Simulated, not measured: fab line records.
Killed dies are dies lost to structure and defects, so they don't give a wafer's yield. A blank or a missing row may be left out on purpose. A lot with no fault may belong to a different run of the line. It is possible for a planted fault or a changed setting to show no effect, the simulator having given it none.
Which tool was responsible? | flow sky130 | 11 lots with 33 wafers sampled at 3 steps, on a route of 708 steps

WHAT EACH GAUGE READ, for each wafer
SKY_RES_PROTECT_TW_MEAS_08.
lot  | measured     | on           | POLY_GATE_TW
L909 | day 15 19:16 | filmMetro-03 | 3962 3957 3969
L910 | day 16 03:50 | filmMetro-04 | 4074 4078 4072
L912 | day 16 19:26 | filmMetro-03 | 3989 4013 3988
L913 | day 17 01:59 | filmMetro-04 | 4136 4103 4140
L915 | day 17 23:36 | filmMetro-04 | 4115 4147 4145
L921 | day 20 15:11 | filmMetro-04 | 4125 4129 4136
L923 | day 21 11:02 | filmMetro-03 | 3638 3660 3647
L924 | day 21 22:32 | filmMetro-04 | 3758 3760 3743
L925 | day 21 23:13 | filmMetro-04 | 4094 4100 4105
L929 | day 22 23:35 | filmMetro-02 | 4028 4051 4040
L932 | day 23 19:47 | filmMetro-04 | 4119 4105 4087

TOOL THAT RAN EACH LOT (tool first, then ch and the chambers of the sampled wafers, then the start)
lot  | SKY_POLY_GATE_IMPLANT_02        | SKY_RES_PROTECT_STRIP_07
L909 | implanter-01 ch 0, day 15 19:01 | plasmaAsher-02 ch 0,1, day 15 19:10
L910 | implanter-04 ch 0, day 16 03:35 | plasmaAsher-02 ch 0,1, day 16 03:44
L912 | implanter-04 ch 0, day 16 19:11 | plasmaAsher-01 ch 0,1, day 16 19:20
L913 | implanter-02 ch 0, day 17 01:44 | plasmaAsher-02 ch 0,1, day 17 01:53
L915 | implanter-01 ch 0, day 17 23:22 | plasmaAsher-01 ch 0,1, day 17 23:29
L921 | implanter-04 ch 0, day 20 14:56 | plasmaAsher-04 ch 0,1, day 20 15:05
L923 | implanter-04 ch 0, day 21 10:49 | plasmaAsher-01 ch 0,1, day 21 10:56
L924 | implanter-04 ch 0, day 21 22:17 | plasmaAsher-01 ch 0,1, day 21 22:26
L925 | implanter-01 ch 0, day 21 22:59 | plasmaAsher-01 ch 0,1, day 21 23:07
L929 | implanter-01 ch 0, day 22 23:20 | plasmaAsher-04 ch 0,1, day 22 23:29
L932 | implanter-01 ch 0, day 23 19:34 | plasmaAsher-02 ch 0,1, day 23 19:41
- SKY_POLY_GATE_IMPLANT_02
- SKY_RES_PROTECT_STRIP_07: strips in O2/N2.

THE ANSWER, worked out from the rows above alone
Rule: the lots themselves supply what counts as usual. Put in order of their means at a reading, lots are off if they are a third of the lots or fewer, leave a main group of 4 or more, and stand apart from it by a gap of 3 or more times the standard deviation of the main group's means; of several such gaps the widest counts. If all means in a main group match to the digits the tables above print for the reading, that group is not used. A lot without any number at a reading at which 4 lots or more have one is off too. Any other lot the step has rows for is counted as sound.
Off: L923, L924, seen at SKY_RES_PROTECT_TW_MEAS_08 (POLY_GATE_TW). The main group has a mean of 4074 with a standard deviation of 58.
A tool fits if, at a process step before that reading, it ran every lot that is off, and no sound lot after the first of them. Those tools and the gauges at SKY_RES_PROTECT_TW_MEAS_08 are tried in the same way. One candidate fits, namely implanter-04 at SKY_POLY_GATE_IMPLANT_02. A fault onset in the window from L921 (day 20 14:56, its last sound lot) to L923 (day 21 10:49, its first lot off) fits.

WHAT WAS PUT IN BY THE SIMULATOR
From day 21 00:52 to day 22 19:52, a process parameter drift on implanter-04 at SKY_POLY_GATE_IMPLANT_02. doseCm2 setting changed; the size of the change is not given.
Shown lots that were struck: L923, L924. The rule given above showed the same thing.
